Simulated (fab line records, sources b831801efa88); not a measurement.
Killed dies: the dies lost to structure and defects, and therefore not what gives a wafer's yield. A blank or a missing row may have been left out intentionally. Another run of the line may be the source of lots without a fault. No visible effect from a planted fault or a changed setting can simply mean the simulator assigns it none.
fab line records / flow sky130
[record] lots = 7 wafers = 21 last-day = 50
route steps=708 shown LDD_HVP@288 LDD_LDN@289 PAD_OPEN@708
lots that met no fault: taken from a fault-free run of the same line
start-h: start of the lot's first displayed wafer, in hours after the record's first day / wait-h: time in hours since the lot's previous step / " same as the row above / L1.1+2: several wafers, shown together as one row / - either no value or no given start / * or withheld: withheld / < > ~ a bound
route shown NAME@n: a module of which the file shows steps, and the number in the route of the first / usual: the fault-free wafers' mean and standard deviation / same: alike in all rows / chamber/n: place in a boat / sites: the reading at each site / _std_site: standard deviation across them / _edge_site: outer sites' mean less inner sites' / radius-mm: how far each site lies from the wafer's centre / mask NAME#n: copy n / behind: the most recent tool/chamber to have shaped the wafer / hold: the reason the lot was held/the length of the hold in hours/how it ended / device: whichever transistor did not switch (one of n, p or np) / end of line: the same wafers' tests at the end of the route / a step with no rows: only its recipe / killed: the dies lost at the first sort to structure and to defects; this is not the yield of the wafer / map: a wafer's dies, x killed, . not, _ none there
set.NAME: the setting that was run; set.NAME@STEP: the one run at that earlier step / model.NAME: the simulator's own value behind a step, which no gauge read
lots at selected steps of the route; one table per step, one row per wafer
services: a tool's chamber out of use, with start hour (start-h, from the record's first day; less than 0 if before it), hours out, and reason
[[steps]]
[step SKY_LDD_HVP_TW_MEAS_10]
[usual] LDD_HVP_TW = 458.6/2.6
lot.wafer=L424.3 tool=film-metro-03 chamber=- start-h=506.28 wait-h=0.1 LDD_HVP_TW=455.4
lot.wafer=L424.4 tool=film-metro-03 chamber=- start-h=506.28 wait-h=0.1 LDD_HVP_TW=459.1
lot.wafer=L424.6 tool=film-metro-03 chamber=- start-h=506.28 wait-h=0.1 LDD_HVP_TW=457.9
lot.wafer=L426.2 tool=film-metro-03 chamber=- start-h=528.12 wait-h=0.1 LDD_HVP_TW=457.1
lot.wafer=L426.4 tool=film-metro-03 chamber=- start-h=528.12 wait-h=0.1 LDD_HVP_TW=456.9
lot.wafer=L426.6 tool=film-metro-03 chamber=- start-h=528.12 wait-h=0.1 LDD_HVP_TW=455.0
lot.wafer=L432.1 tool=film-metro-03 chamber=- start-h=575.91 wait-h=0.1 LDD_HVP_TW=457.3
lot.wafer=L432.2 tool=film-metro-03 chamber=- start-h=575.91 wait-h=0.1 LDD_HVP_TW=456.6
lot.wafer=L432.4 tool=film-metro-03 chamber=- start-h=575.91 wait-h=0.1 LDD_HVP_TW=455.6
lot.wafer=L436.4 tool=film-metro-02 chamber=- start-h=605.26 wait-h=0.1 LDD_HVP_TW=459.6
lot.wafer=L436.5 tool=film-metro-02 chamber=- start-h=605.26 wait-h=0.1 LDD_HVP_TW=458.1
lot.wafer=L436.6 tool=film-metro-02 chamber=- start-h=605.26 wait-h=0.1 LDD_HVP_TW=460.0
lot.wafer=L437.3 tool=film-metro-04 chamber=- start-h=607.48 wait-h=0.1 LDD_HVP_TW=460.3
lot.wafer=L437.4 tool=film-metro-04 chamber=- start-h=607.48 wait-h=0.1 LDD_HVP_TW=458.8
lot.wafer=L437.6 tool=film-metro-04 chamber=- start-h=607.48 wait-h=0.1 LDD_HVP_TW=462.0
lot.wafer=L438.2 tool=film-metro-04 chamber=- start-h=621.49 wait-h=0.1 LDD_HVP_TW=464.6
lot.wafer=L438.4 tool=film-metro-04 chamber=- start-h=621.49 wait-h=0.1 LDD_HVP_TW=463.9
lot.wafer=L438.5 tool=film-metro-04 chamber=- start-h=621.49 wait-h=0.1 LDD_HVP_TW=461.7
lot.wafer=L445.3 tool=film-metro-02 chamber=- start-h=679.33 wait-h=0.1 LDD_HVP_TW=457.1
lot.wafer=L445.5 tool=film-metro-02 chamber=- start-h=679.33 wait-h=0.1 LDD_HVP_TW=455.9
lot.wafer=L445.6 tool=film-metro-02 chamber=- start-h=679.33 wait-h=0.1 LDD_HVP_TW=455.6
[step SKY_LDD_LDN_DEHYDRATE_00]
[recipe] temp-c = 200 time-s = 60
[step SKY_LDD_LDN_HMDS_01]
[recipe] prime-time-s = 60 prime-temp-c = 120
[step SKY_LDD_LDN_COAT_02]
[recipe] resist = NOVOLAK spin-rpm = 3000 resist-thk-nm = 1140
[step SKY_LDD_LDN_SOFTBAKE_03]
[recipe] temp-c = 90 time-s = 60 resist = NOVOLAK
[step SKY_LDD_LDN_EXPOSE_04]
[recipe] mask-id = LDNTM na = 0.6 source-shape = conventional sigma-outer = 0.6 polarization = unpolarized target-cd-nm = 700 dose-mj = 140
[step SKY_LDD_LDN_PEB_05]
[recipe] temp-c = withheld time-s = * resist = NOVOLAK
[step SKY_LDD_LDN_DEVELOP_06]
[recipe] resist = NOVOLAK developer = TMAH develop-time-s = 60 dev-temp-c = 23
[step SKY_LDD_LDN_OVL_MEAS_07]
[usual] LDD_LDN_OVL = -1.0/1.3
lot.wafer=L424.3 tool=overlay-02 chamber=- start-h=536.46 wait-h=0.1 LDD_LDN_OVL[nm]=-0.4
lot.wafer=L424.4 tool=overlay-02 chamber=- start-h=536.46 wait-h=0.1 LDD_LDN_OVL[nm]=-0.4
lot.wafer=L424.6 tool=overlay-02 chamber=- start-h=536.46 wait-h=0.1 LDD_LDN_OVL[nm]=0.1
lot.wafer=L426.2 tool=overlay-02 chamber=- start-h=558.25 wait-h=0.1 LDD_LDN_OVL[nm]=1.2
lot.wafer=L426.4 tool=overlay-02 chamber=- start-h=558.25 wait-h=0.1 LDD_LDN_OVL[nm]=0.5
lot.wafer=L426.6 tool=overlay-02 chamber=- start-h=558.25 wait-h=0.1 LDD_LDN_OVL[nm]=-0.4
lot.wafer=L432.1 tool=overlay-02 chamber=- start-h=605.30 wait-h=0.1 LDD_LDN_OVL[nm]=0.4
lot.wafer=L432.2 tool=overlay-02 chamber=- start-h=605.30 wait-h=0.1 LDD_LDN_OVL[nm]=-0.2
lot.wafer=L432.4 tool=overlay-02 chamber=- start-h=605.30 wait-h=0.1 LDD_LDN_OVL[nm]=0.3
lot.wafer=L436.4 tool=overlay-01 chamber=- start-h=634.30 wait-h=0.1 LDD_LDN_OVL[nm]=1.0
lot.wafer=L436.5 tool=overlay-01 chamber=- start-h=634.30 wait-h=0.1 LDD_LDN_OVL[nm]=-1.4
lot.wafer=L436.6 tool=overlay-01 chamber=- start-h=634.30 wait-h=0.1 LDD_LDN_OVL[nm]=-1.9
lot.wafer=L437.3 tool=overlay-02 chamber=- start-h=635.69 wait-h=0.1 LDD_LDN_OVL[nm]=-1.9
lot.wafer=L437.4 tool=overlay-02 chamber=- start-h=635.69 wait-h=0.1 LDD_LDN_OVL[nm]=-0.5
lot.wafer=L437.6 tool=overlay-02 chamber=- start-h=635.69 wait-h=0.1 LDD_LDN_OVL[nm]=-1.4
lot.wafer=L438.2 tool=overlay-02 chamber=- start-h=649.70 wait-h=0.1 LDD_LDN_OVL[nm]=-1.1
lot.wafer=L438.4 tool=overlay-02 chamber=- start-h=649.70 wait-h=0.1 LDD_LDN_OVL[nm]=-3.1
lot.wafer=L438.5 tool=overlay-02 chamber=- start-h=649.70 wait-h=0.1 LDD_LDN_OVL[nm]=-1.1
lot.wafer=L445.3 tool=overlay-01 chamber=- start-h=706.86 wait-h=0.1 LDD_LDN_OVL[nm]=-3.4
lot.wafer=L445.5 tool=overlay-01 chamber=- start-h=706.86 wait-h=0.1 LDD_LDN_OVL[nm]=-2.6
lot.wafer=L445.6 tool=overlay-01 chamber=- start-h=706.86 wait-h=0.1 LDD_LDN_OVL[nm]=-2.0
[step SKY_LDD_LDN_IMPLANT_08]
[recipe] species = As energy-kev = 15 dose-cm2 = 1.25e+13 tilt-deg = withheld rotation-deg = 23
[step SKY_LDD_LDN_IMPLANT_09]
[recipe] species = As energy-kev = 15 dose-cm2 = 1.25e+13 tilt-deg = withheld rotation-deg = 113
[step SKY_LDD_LDN_IMPLANT_10]
[recipe] species = As energy-kev = 15 dose-cm2 = 1.25e+13 tilt-deg = withheld rotation-deg = 203
[step SKY_LDD_LDN_IMPLANT_11]
[recipe] species = As energy-kev = 15 dose-cm2 = 1.25e+13 tilt-deg = withheld rotation-deg = 293
lot.wafer=L424.3+4+6 tool=implanter-03 chamber=0 start-h=536.98 wait-h=0.1
lot.wafer=L426.2+4+6 tool=implanter-04 chamber=0 start-h=558.76 wait-h=0.1
lot.wafer=L432.1+2+4 tool=implanter-03 chamber=0 start-h=605.78 wait-h=0.1
lot.wafer=L432.1+2+4 tool=implanter-03 chamber=0 start-h=606.10 wait-h=0.3
lot.wafer=L436.4+5+6 tool=implanter-01 chamber=0 start-h=634.84 wait-h=0.1
lot.wafer=L436.4+5+6 tool=implanter-01 chamber=0 start-h=635.16 wait-h=0.3
lot.wafer=L437.3+4+6 tool=implanter-03 chamber=0 start-h=636.21 wait-h=0.1
lot.wafer=L437.3+4+6 tool=implanter-03 chamber=0 start-h=636.53 wait-h=0.3
lot.wafer=L438.2+4+5 tool=implanter-01 chamber=0 start-h=650.21 wait-h=0.1
lot.wafer=L445.3+5+6 tool=implanter-03 chamber=0 start-h=707.38 wait-h=0.1
[step SKY_LDD_LDN_STRIP_12]
[recipe] chemistry = O2/N2 power-w = 1400 pressure-mtorr = 1500 platen-temp-c = withheld o2-flow-sccm = 3000 n2-flow-sccm = 300 overash-fraction = 0.5
[usual] drypump-motor-current-A = 5.9/0.36 o2-flow-sccm = 3000/9.2 oes-product-au = 0.716/0.0042 strip-time-to-endpoint-s = 14.19/0.035
lot.wafer=L424.3 tool=plasma-asher-02 chamber=0 start-h=537.11 wait-h=0.1 drypump-motor-current-A=5.9 o2-flow-sccm=3008 oes-product-au=0.711 rf-hours-counter-h=- strip-time-to-endpoint-s=14.24
lot.wafer=L424.4 tool=plasma-asher-02 chamber=1 start-h=537.11 wait-h=0.1 drypump-motor-current-A=6.1 o2-flow-sccm=2999 oes-product-au=0.714 rf-hours-counter-h=- strip-time-to-endpoint-s=14.23
lot.wafer=L424.6 tool=plasma-asher-02 chamber=1 start-h=537.11 wait-h=0.1 drypump-motor-current-A=6.1 o2-flow-sccm=2991 oes-product-au=0.713 rf-hours-counter-h=- strip-time-to-endpoint-s=14.19
lot.wafer=L426.2 tool=plasma-asher-02 chamber=0 start-h=558.88 wait-h=0.1 drypump-motor-current-A=6.0 o2-flow-sccm=3013 oes-product-au=0.709 rf-hours-counter-h=41 strip-time-to-endpoint-s=14.17
lot.wafer=L426.4 tool=plasma-asher-02 chamber=0 start-h=558.88 wait-h=0.1 drypump-motor-current-A=6.0 o2-flow-sccm=2998 oes-product-au=0.715 rf-hours-counter-h=- strip-time-to-endpoint-s=14.24
lot.wafer=L426.6 tool=plasma-asher-02 chamber=1 start-h=558.88 wait-h=0.1 drypump-motor-current-A=6.2 o2-flow-sccm=2991 oes-product-au=0.716 rf-hours-counter-h=- strip-time-to-endpoint-s=14.23
lot.wafer=L432.1 tool=plasma-asher-01 chamber=1 start-h=606.25 wait-h=0.1 drypump-motor-current-A=6.0 o2-flow-sccm=3008 oes-product-au=0.711 rf-hours-counter-h=92 strip-time-to-endpoint-s=14.22
lot.wafer=L432.2 tool=plasma-asher-01 chamber=0 start-h=606.25 wait-h=0.1 drypump-motor-current-A=5.1 o2-flow-sccm=3003 oes-product-au=0.715 rf-hours-counter-h=92 strip-time-to-endpoint-s=14.18
lot.wafer=L432.4 tool=plasma-asher-01 chamber=1 start-h=606.25 wait-h=0.1 drypump-motor-current-A=6.1 o2-flow-sccm=3005 oes-product-au=0.714 rf-hours-counter-h=- strip-time-to-endpoint-s=14.16
lot.wafer=L436.4 tool=plasma-asher-04 chamber=1 start-h=635.26 wait-h=0.1 drypump-motor-current-A=6.3 o2-flow-sccm=3012 oes-product-au=0.716 rf-hours-counter-h=- strip-time-to-endpoint-s=14.15
lot.wafer=L436.5 tool=plasma-asher-04 chamber=0 start-h=635.26 wait-h=0.1 drypump-motor-current-A=5.9 o2-flow-sccm=2994 oes-product-au=0.707 rf-hours-counter-h=- strip-time-to-endpoint-s=14.20
lot.wafer=L436.6 tool=plasma-asher-04 chamber=1 start-h=635.26 wait-h=0.1 drypump-motor-current-A=6.3 o2-flow-sccm=2996 oes-product-au=0.715 rf-hours-counter-h=- strip-time-to-endpoint-s=14.16
lot.wafer=L437.3 tool=plasma-asher-01 chamber=0 start-h=636.66 wait-h=0.1 drypump-motor-current-A=5.2 o2-flow-sccm=2999 oes-product-au=0.711 rf-hours-counter-h=- strip-time-to-endpoint-s=14.27
lot.wafer=L437.4 tool=plasma-asher-01 chamber=1 start-h=636.66 wait-h=0.1 drypump-motor-current-A=6.0 o2-flow-sccm=2995 oes-product-au=0.708 rf-hours-counter-h=- strip-time-to-endpoint-s=14.19
lot.wafer=L437.6 tool=plasma-asher-01 chamber=0 start-h=636.66 wait-h=0.1 drypump-motor-current-A=5.2 o2-flow-sccm=2999 oes-product-au=0.715 rf-hours-counter-h=- strip-time-to-endpoint-s=14.17
lot.wafer=L438.2 tool=plasma-asher-01 chamber=1 start-h=650.33 wait-h=0.1 drypump-motor-current-A=6.1 o2-flow-sccm=3023 oes-product-au=0.727 rf-hours-counter-h=96 strip-time-to-endpoint-s=14.11
lot.wafer=L438.4 tool=plasma-asher-01 chamber=1 start-h=650.33 wait-h=0.1 drypump-motor-current-A=6.1 o2-flow-sccm=3017 oes-product-au=0.719 rf-hours-counter-h=- strip-time-to-endpoint-s=14.16
lot.wafer=L438.5 tool=plasma-asher-01 chamber=1 start-h=650.33 wait-h=0.1 drypump-motor-current-A=6.1 o2-flow-sccm=3010 oes-product-au=0.707 rf-hours-counter-h=- strip-time-to-endpoint-s=14.17
lot.wafer=L445.3 tool=plasma-asher-01 chamber=1 start-h=707.52 wait-h=0.1 drypump-motor-current-A=6.0 o2-flow-sccm=3000 oes-product-au=0.721 rf-hours-counter-h=- strip-time-to-endpoint-s=14.14
lot.wafer=L445.5 tool=plasma-asher-01 chamber=0 start-h=707.52 wait-h=0.1 drypump-motor-current-A=5.1 o2-flow-sccm=3006 oes-product-au=0.715 rf-hours-counter-h=- strip-time-to-endpoint-s=14.16
lot.wafer=L445.6 tool=plasma-asher-01 chamber=1 start-h=707.52 wait-h=0.1 drypump-motor-current-A=6.1 o2-flow-sccm=2988 oes-product-au=0.712 rf-hours-counter-h=- strip-time-to-endpoint-s=14.16
[step SKY_LDD_LDN_TW_MEAS_13]
[usual] LDD_LDN_TW = 1483/12
lot.wafer=L424.3 tool=film-metro-03 chamber=- start-h=537.20 wait-h=0.1 LDD_LDN_TW=1485
lot.wafer=L424.4 tool=film-metro-03 chamber=- start-h=537.20 wait-h=0.1 LDD_LDN_TW=1485
lot.wafer=L424.6 tool=film-metro-03 chamber=- start-h=537.20 wait-h=0.1 LDD_LDN_TW=1484
lot.wafer=L426.2 tool=film-metro-03 chamber=- start-h=558.99 wait-h=0.1 LDD_LDN_TW=1482
lot.wafer=L426.4 tool=film-metro-03 chamber=- start-h=558.99 wait-h=0.1 LDD_LDN_TW=1474
lot.wafer=L426.6 tool=film-metro-03 chamber=- start-h=558.99 wait-h=0.1 LDD_LDN_TW=1476
lot.wafer=L432.1 tool=film-metro-03 chamber=- start-h=606.35 wait-h=0.1 LDD_LDN_TW=1597
lot.wafer=L432.2 tool=film-metro-03 chamber=- start-h=606.35 wait-h=0.1 LDD_LDN_TW=1594
lot.wafer=L432.4 tool=film-metro-03 chamber=- start-h=606.35 wait-h=0.1 LDD_LDN_TW=1595
lot.wafer=L436.4 tool=film-metro-03 chamber=- start-h=635.36 wait-h=0.1 LDD_LDN_TW=1591
lot.wafer=L436.5 tool=film-metro-03 chamber=- start-h=635.36 wait-h=0.1 LDD_LDN_TW=1593
lot.wafer=L436.6 tool=film-metro-03 chamber=- start-h=635.36 wait-h=0.1 LDD_LDN_TW=1596
lot.wafer=L437.3 tool=film-metro-03 chamber=- start-h=636.75 wait-h=0.1 LDD_LDN_TW=1581
lot.wafer=L437.4 tool=film-metro-03 chamber=- start-h=636.75 wait-h=0.1 LDD_LDN_TW=1589
lot.wafer=L437.6 tool=film-metro-03 chamber=- start-h=636.75 wait-h=0.1 LDD_LDN_TW=1589
lot.wafer=L438.2 tool=film-metro-03 chamber=- start-h=650.44 wait-h=0.1 LDD_LDN_TW=1478
lot.wafer=L438.4 tool=film-metro-03 chamber=- start-h=650.44 wait-h=0.1 LDD_LDN_TW=1479
lot.wafer=L438.5 tool=film-metro-03 chamber=- start-h=650.44 wait-h=0.1 LDD_LDN_TW=1481
lot.wafer=L445.3 tool=film-metro-03 chamber=- start-h=707.60 wait-h=0.1 LDD_LDN_TW=1494
lot.wafer=L445.5 tool=film-metro-03 chamber=- start-h=707.60 wait-h=0.1 LDD_LDN_TW=1488
lot.wafer=L445.6 tool=film-metro-03 chamber=- start-h=707.60 wait-h=0.1 LDD_LDN_TW=1499
[step SKY_LDD_LDN_CLEAN_14]
[recipe] chemistry = SC1/SC2 mix = 1:4:20 temp-c = 70 time-s = 150 dry = n2-spin
[step SKY_PAD_OPEN_PROBE_99]
[usual] killed_at_M0_to_M3 = 45/7 killed_at_M4_up = 3.4/1.8 killed-at-contacts = 24/5.4 killed-at-front-end = 16/4.8 killed-at-other = 0.4/0.62 killed-dies = 89/10 killed-open = 48/7.2 killed-short = 40/6.3
[same] gross-dies = 492 killed-at-back-side = 0
lot.wafer=L426.2 tool=prober-01 chamber=- start-h=1094.66 wait-h=0.1 killed_at_M0_to_M3=44 killed_at_M4_up=3 killed-at-contacts=26 killed-at-front-end=18 killed-at-other=0 killed-dies=91 killed-open=52 killed-short=38 model.etest.tip-sonos.rs-ohm-sq=2700
lot.wafer=L426.4 tool=prober-01 chamber=- start-h=1094.76 wait-h=0.2 killed_at_M0_to_M3=38 killed_at_M4_up=2 killed-at-contacts=19 killed-at-front-end=17 killed-at-other=1 killed-dies=77 killed-open=43 killed-short=34 model.etest.tip-sonos.rs-ohm-sq=2693
lot.wafer=L426.6 tool=prober-01 chamber=- start-h=1094.86 wait-h=0.2 killed_at_M0_to_M3=38 killed_at_M4_up=6 killed-at-contacts=17 killed-at-front-end=14 killed-at-other=2 killed-dies=77 killed-open=39 killed-short=37 model.etest.tip-sonos.rs-ohm-sq=2657
lot.wafer=L432.1 tool=prober-01 chamber=- start-h=1129.37 wait-h=0.1 killed_at_M0_to_M3=41 killed_at_M4_up=2 killed-at-contacts=30 killed-at-front-end=8 killed-at-other=0 killed-dies=81 killed-open=55 killed-short=26 model.etest.tip-sonos.rs-ohm-sq=2408
lot.wafer=L432.2 tool=prober-01 chamber=- start-h=1129.42 wait-h=0.1 killed_at_M0_to_M3=51 killed_at_M4_up=6 killed-at-contacts=28 killed-at-front-end=23 killed-at-other=1 killed-dies=109 killed-open=64 killed-short=45 model.etest.tip-sonos.rs-ohm-sq=2390
lot.wafer=L432.4 tool=prober-01 chamber=- start-h=1129.52 wait-h=0.2 killed_at_M0_to_M3=53 killed_at_M4_up=3 killed-at-contacts=28 killed-at-front-end=10 killed-at-other=1 killed-dies=95 killed-open=57 killed-short=37 model.etest.tip-sonos.rs-ohm-sq=2431
lot.wafer=L436.4 tool=prober-01 chamber=- start-h=1148.13 wait-h=0.2 killed_at_M0_to_M3=49 killed_at_M4_up=1 killed-at-contacts=22 killed-at-front-end=11 killed-at-other=0 killed-dies=83 killed-open=47 killed-short=35 model.etest.tip-sonos.rs-ohm-sq=2315
lot.wafer=L436.5 tool=prober-01 chamber=- start-h=1148.18 wait-h=0.2 killed_at_M0_to_M3=33 killed_at_M4_up=8 killed-at-contacts=27 killed-at-front-end=16 killed-at-other=1 killed-dies=85 killed-open=44 killed-short=41 model.etest.tip-sonos.rs-ohm-sq=2313
lot.wafer=L436.6 tool=prober-01 chamber=- start-h=1148.23 wait-h=0.2 killed_at_M0_to_M3=47 killed_at_M4_up=4 killed-at-contacts=20 killed-at-front-end=9 killed-at-other=0 killed-dies=80 killed-open=44 killed-short=36 model.etest.tip-sonos.rs-ohm-sq=2320
lot.wafer=L437.3 tool=prober-02 chamber=- start-h=1150.07 wait-h=0.2 killed_at_M0_to_M3=42 killed_at_M4_up=4 killed-at-contacts=21 killed-at-front-end=10 killed-at-other=2 killed-dies=79 killed-open=36 killed-short=42 model.etest.tip-sonos.rs-ohm-sq=2329
lot.wafer=L437.4 tool=prober-02 chamber=- start-h=1150.12 wait-h=0.2 killed_at_M0_to_M3=35 killed_at_M4_up=2 killed-at-contacts=35 killed-at-front-end=16 killed-at-other=0 killed-dies=88 killed-open=43 killed-short=44 model.etest.tip-sonos.rs-ohm-sq=2370
lot.wafer=L437.6 tool=prober-02 chamber=- start-h=1150.22 wait-h=0.2 killed_at_M0_to_M3=54 killed_at_M4_up=2 killed-at-contacts=33 killed-at-front-end=9 killed-at-other=0 killed-dies=98 killed-open=56 killed-short=42 model.etest.tip-sonos.rs-ohm-sq=2369
lot.wafer=L438.2 tool=prober-01 chamber=- start-h=1155.97 wait-h=0.1 killed_at_M0_to_M3=48 killed_at_M4_up=3 killed-at-contacts=26 killed-at-front-end=27 killed-at-other=1 killed-dies=105 killed-open=55 killed-short=49 model.etest.tip-sonos.rs-ohm-sq=2625
lot.wafer=L438.4 tool=prober-01 chamber=- start-h=1156.07 wait-h=0.2 killed_at_M0_to_M3=46 killed_at_M4_up=3 killed-at-contacts=31 killed-at-front-end=15 killed-at-other=0 killed-dies=95 killed-open=56 killed-short=39 model.etest.tip-sonos.rs-ohm-sq=2661
lot.wafer=L438.5 tool=prober-01 chamber=- start-h=1156.12 wait-h=0.2 killed_at_M0_to_M3=48 killed_at_M4_up=6 killed-at-contacts=30 killed-at-front-end=12 killed-at-other=0 killed-dies=96 killed-open=60 killed-short=35 model.etest.tip-sonos.rs-ohm-sq=2656
lot.wafer=L445.3 tool=prober-02 chamber=- start-h=1193.96 wait-h=0.2 killed_at_M0_to_M3=44 killed_at_M4_up=3 killed-at-contacts=21 killed-at-front-end=17 killed-at-other=2 killed-dies=87 killed-open=42 killed-short=43 model.etest.tip-sonos.rs-ohm-sq=2585
lot.wafer=L445.5 tool=prober-02 chamber=- start-h=1194.06 wait-h=0.2 killed_at_M0_to_M3=37 killed_at_M4_up=4 killed-at-contacts=20 killed-at-front-end=9 killed-at-other=1 killed-dies=71 killed-open=35 killed-short=35 model.etest.tip-sonos.rs-ohm-sq=2586
lot.wafer=L445.6 tool=prober-02 chamber=- start-h=1194.11 wait-h=0.2 killed_at_M0_to_M3=34 killed_at_M4_up=3 killed-at-contacts=21 killed-at-front-end=15 killed-at-other=0 killed-dies=73 killed-open=34 killed-short=39 model.etest.tip-sonos.rs-ohm-sq=2603
// killed by level:class
L426.2 CONTACT:geometric-particle:open=11 VIA1:geometric-particle:open=9 VIA3:geometric-particle:open=9 METAL2:geometric-particle:short=8 POLY_GATE:geometric-particle:short=7 LI_CONTACT:geometric-particle:open=6 FIELD_ISO:geometric-particle:short=4 METAL1:geometric-particle:short=4
L426.4 LI_CONTACT:geometric-particle:open=9 VIA1:geometric-particle:open=7 METAL2:geometric-particle:short=7 FIELD_ISO:geometric-particle:open=6 VIA3:geometric-particle:open=6 METAL3:geometric-particle:short=5 POLY_GATE:geometric-particle:open=4 CONTACT:geometric-particle:open=4
L426.6 LI_CONTACT:geometric-particle:open=8 VIA3:geometric-particle:open=7 POLY_GATE:geometric-particle:open=6 VIA1:geometric-particle:open=6 METAL3:geometric-particle:short=6 METAL4:geometric-particle:short=5 VIA3:geometric-particle:short=4 POLY_GATE:geometric-particle:short=3
L432.1 CONTACT:geometric-particle:open=15 VIA1:geometric-particle:open=11 VIA3:geometric-particle:open=9 VIA2:geometric-particle:open=8 LI_CONTACT:geometric-particle:open=6 CONTACT:geometric-particle:short=4 METAL2:geometric-particle:short=4 LI_CONTACT:geometric-particle:short=3
L432.2 VIA1:geometric-particle:open=17 LI_CONTACT:geometric-particle:open=13 VIA1:geometric-particle:short=9 CONTACT:geometric-particle:open=9 FIELD_ISO:geometric-particle:short=8 FIELD_ISO:geometric-particle:open=7 VIA2:geometric-particle:open=6 METAL2:geometric-particle:short=5
L432.4 VIA1:geometric-particle:open=14 VIA3:geometric-particle:open=11 CONTACT:geometric-particle:open=10 LI_CONTACT:geometric-particle:open=9 VIA3:geometric-particle:short=8 METAL1:geometric-particle:short=5 LI_CONTACT:geometric-particle:short=4 VIA2:geometric-particle:open=4
L436.4 VIA1:geometric-particle:open=11 CONTACT:geometric-particle:open=9 VIA2:geometric-particle:open=9 LOCAL_INTERCONNECT:geometric-particle:short=6 METAL2:geometric-particle:short=6 VIA3:geometric-particle:open=6 METAL1:geometric-particle:short=5 FIELD_ISO:geometric-particle:short=4
L436.5 LI_CONTACT:geometric-particle:open=10 VIA1:geometric-particle:open=7 METAL4:geometric-particle:short=7 POLY_GATE:geometric-particle:open=6 VIA3:geometric-particle:open=6 VIA1:geometric-particle:short=6 LOCAL_INTERCONNECT:geometric-particle:short=5 CONTACT:geometric-particle:open=5
L436.6 METAL1:geometric-particle:short=12 VIA3:geometric-particle:open=8 VIA1:geometric-particle:open=7 CONTACT:geometric-particle:open=6 VIA1:geometric-particle:short=6 VIA2:geometric-particle:open=6 LI_CONTACT:geometric-particle:open=5 LOCAL_INTERCONNECT:geometric-particle:short=4
L437.3 METAL1:geometric-particle:short=12 VIA3:geometric-particle:open=6 LI_CONTACT:geometric-particle:open=5 CONTACT:geometric-particle:open=5 VIA2:geometric-particle:open=5 METAL2:geometric-particle:short=5 FIELD_ISO:geometric-particle:open=4 LOCAL_INTERCONNECT:geometric-particle:short=4
L437.4 CONTACT:geometric-particle:open=16 METAL2:geometric-particle:short=9 VIA1:geometric-particle:open=9 LOCAL_INTERCONNECT:geometric-particle:short=8 POLY_GATE:geometric-particle:short=5 FIELD_ISO:geometric-particle:open=4 LI_CONTACT:geometric-particle:short=4 VIA3:geometric-particle:open=4
L437.6 CONTACT:geometric-particle:open=13 VIA1:geometric-particle:open=11 LI_CONTACT:geometric-particle:open=10 VIA1:geometric-particle:short=8 VIA2:geometric-particle:open=8 METAL1:geometric-particle:short=6 VIA3:geometric-particle:open=6 VIA3:geometric-particle:short=5
L438.2 LI_CONTACT:geometric-particle:open=10 VIA1:geometric-particle:open=10 VIA2:geometric-particle:open=9 FIELD_ISO:geometric-particle:open=8 FIELD_ISO:geometric-particle:short=8 METAL1:geometric-particle:short=8 CONTACT:geometric-particle:open=6 CONTACT:geometric-particle:short=5
L438.4 VIA1:geometric-particle:open=14 CONTACT:geometric-particle:open=12 VIA2:geometric-particle:open=9 LI_CONTACT:geometric-particle:open=8 POLY_GATE:geometric-particle:short=6 METAL1:geometric-particle:short=6 FIELD_ISO:geometric-particle:open=5 VIA3:geometric-particle:open=5
L438.5 VIA1:geometric-particle:open=15 CONTACT:geometric-particle:open=12 VIA3:geometric-particle:open=9 LI_CONTACT:geometric-particle:open=8 FIELD_ISO:geometric-particle:open=5 CONTACT:geometric-particle:short=5 VIA1:geometric-particle:short=4 METAL2:geometric-particle:short=4
L445.3 CONTACT:geometric-particle:open=10 METAL1:geometric-particle:short=7 VIA2:geometric-particle:open=7 METAL2:geometric-particle:short=6 METAL1:geometric-particle:open=5 VIA3:geometric-particle:open=5 POLY_GATE:geometric-particle:open=4 POLY_GATE:geometric-particle:short=4
L445.5 VIA1:geometric-particle:open=9 METAL1:geometric-particle:short=7 LI_CONTACT:geometric-particle:open=6 CONTACT:geometric-particle:open=6 VIA1:geometric-particle:short=6 POLY_GATE:geometric-particle:short=4 CONTACT:geometric-particle:short=4 METAL2:geometric-particle:short=4
L445.6 METAL2:geometric-particle:short=8 LI_CONTACT:geometric-particle:open=6 CONTACT:geometric-particle:open=6 METAL1:geometric-particle:short=6 VIA1:geometric-particle:open=5 LOCAL_INTERCONNECT:geometric-particle:short=4 SPACER:geometric-particle:short=3 FIELD_ISO:geometric-particle:open=3
[[services]]
tool=plasma-asher-01 chamber=- start-h=516.94 hours=0.4 kind=repair
tool=implanter-04 chamber=- start-h=536.26 hours=2.1 kind=repair
tool=implanter-03 chamber=- start-h=543.68 hours=2.2 kind=repair
tool=plasma-asher-02 chamber=- start-h=598.25 hours=2.5 kind=repair
tool=plasma-asher-01 chamber=- start-h=621.47 hours=2.8 kind=pm
tool=implanter-03 chamber=- start-h=623.11 hours=4.1 kind=repair
tool=implanter-04 chamber=- start-h=645.27 hours=1.9 kind=repair
tool=implanter-03 chamber=- start-h=655.55 hours=4.4 kind=repair
tool=plasma-asher-01 chamber=- start-h=660.06 hours=4.3 kind=repair
tool=implanter-01 chamber=- start-h=676.71 hours=1.2 kind=repair
tool=plasma-asher-04 chamber=- start-h=677.87 hours=2.8 kind=pm
[[key]]
[first-sign] step = SKY_LDD_LDN_IMPLANT_11 reading = visit direction = added
[effect] step = SKY_LDD_LDN_TW_MEAS_13 reading = LDD_LDN_TW direction = up sigmas = 9.3 usual = 1483 struck = 1592
[model-effect] step = SKY_PAD_OPEN_PROBE_99 value = etest.tip-sonos.rs-ohm-sq without = 2689 struck = 2361
met-at SKY_LDD_LDN_IMPLANT_11
struck-wafers L432.1,L432.2,L432.4,L436.4,L436.5,L436.6,L437.3,L437.4,L437.6
tester-left-out L432,L436,L437
[fault] kind = repeated-step-whole tool = implanter-01,implanter-03,implanter-04 chamber = - onset-h = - steps = SKY_LDD_LDN_IMPLANT_11 times = 1 scope = struck-lots-only
// tester-left-out: of these lots the tester's yield and bins aren't shown, on N5 and GAA mostly nor the transistor test; their killed dies are dies lost to structure and defects alone, not to doping, threshold or leakage, so they don't give the yield
